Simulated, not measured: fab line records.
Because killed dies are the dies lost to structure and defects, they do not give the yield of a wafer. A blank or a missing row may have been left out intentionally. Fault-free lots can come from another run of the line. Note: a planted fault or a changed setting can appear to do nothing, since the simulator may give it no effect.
Which tool did it?	flow gf180mcu	42 wafers from 14 lots sampled at 2 of the route's 602 steps

## WHAT THE GAUGES SHOWED, per wafer
GF_M4_RS_MEAS_05: the measuring method here is four-point-probe.
lot	measured	on	M4_ALCU_RS (ohm/sq)
L698	day 22 19:27	film metro-03	0.0692 0.0692 0.0703
L699	day 22 23:11	film metro-03	0.0693 0.0692 0.0693
L700	day 23 01:24	film metro-03	0.0700 0.0702 0.0703
L701	day 23 08:15	film metro-03	0.0703 0.0700 0.0694
L704	day 24 21:38	film metro-01	0.0707 0.0703 0.0714
L706	day 25 14:02	film metro-03	0.0695 0.0688 0.0695
L707	day 25 16:54	film metro-01	0.0708 0.0718 0.0711
L708	day 26 09:24	film metro-03	0.0705 0.0698 0.0704
L709	day 26 14:01	film metro-01	0.0695 0.0710 0.0704
L710	day 26 17:41	film metro-01	0.0688 0.0687 0.0691
L711	day 26 21:46	film metro-03	0.0704 0.0708 0.0712
L712	day 27 10:27	film metro-01	0.0691 0.0703 0.0711
L713	day 27 19:08	film metro-01	0.0712 0.0705 0.0706
L721	day 29 14:58	film metro-03	0.0702 0.0701 0.0705

GF_V4_BOW_MEAS_05.
lot	measured	on	V4_BOW (um)
L698	day 23 19:19	film metro-03	136 146 141
L699	day 23 22:58	film metro-01	128 131 127
L700	day 24 00:42	film metro-04	133 128 119
L701	day 24 08:16	film metro-04	131 135 139
L704	day 25 19:39	film metro-01	136 124 132
L706	day 26 11:56	film metro-01	135 137 144
L707	day 26 15:29	film metro-01	134 120 139
L708	day 27 07:11	film metro-01	150 152 155
L709	day 27 11:32	film metro-04	142 141 137
L710	day 27 15:02	film metro-01	131 135 126
L711	day 27 19:41	film metro-03	135 139 153
L712	day 28 07:46	film metro-03	138 141 134
L713	day 28 15:53	film metro-03	146 137 147
L721	day 30 10:56	film metro-04	136 139 125

## WHAT TOOL EACH LOT RAN ON (gives the tool, then ch and the chambers of the sampled wafers, and finally the start)
The record holds no process step before these readings.

## AS READ BY THE TOOLS THEMSELVES (means over the sampled wafers that have a number; for cases with no such wafer, the mark the record gives instead)
The record holds no such reading with a usual standard deviation.

## THE ANSWER, worked out from the rows above alone
Rule: what is usual is taken from the lots themselves. The widest of any qualifying gaps counts: lots, ordered by their means at a reading, are off when they make up no more than a third of the lots, leave a main group of 4 or more, and stand apart from it by 3 or more times the standard deviation of that group's means. If all means in a main group match to the digits the tables above print for the reading, that group is not used. A lot without any number at a reading at which 4 lots or more have one is off too. All remaining lots with rows at the step are treated as sound. The gauges are gone through in route order, then the tools' own readings, and for those a lot's mean is taken as printed above. At the first step where some lot is off, the reading lying furthest off is the one used; lots without a number count as furthest.
None of the lots is off at any reading shown; this tells nothing.

## WHAT THE SIMULATOR PUT IN
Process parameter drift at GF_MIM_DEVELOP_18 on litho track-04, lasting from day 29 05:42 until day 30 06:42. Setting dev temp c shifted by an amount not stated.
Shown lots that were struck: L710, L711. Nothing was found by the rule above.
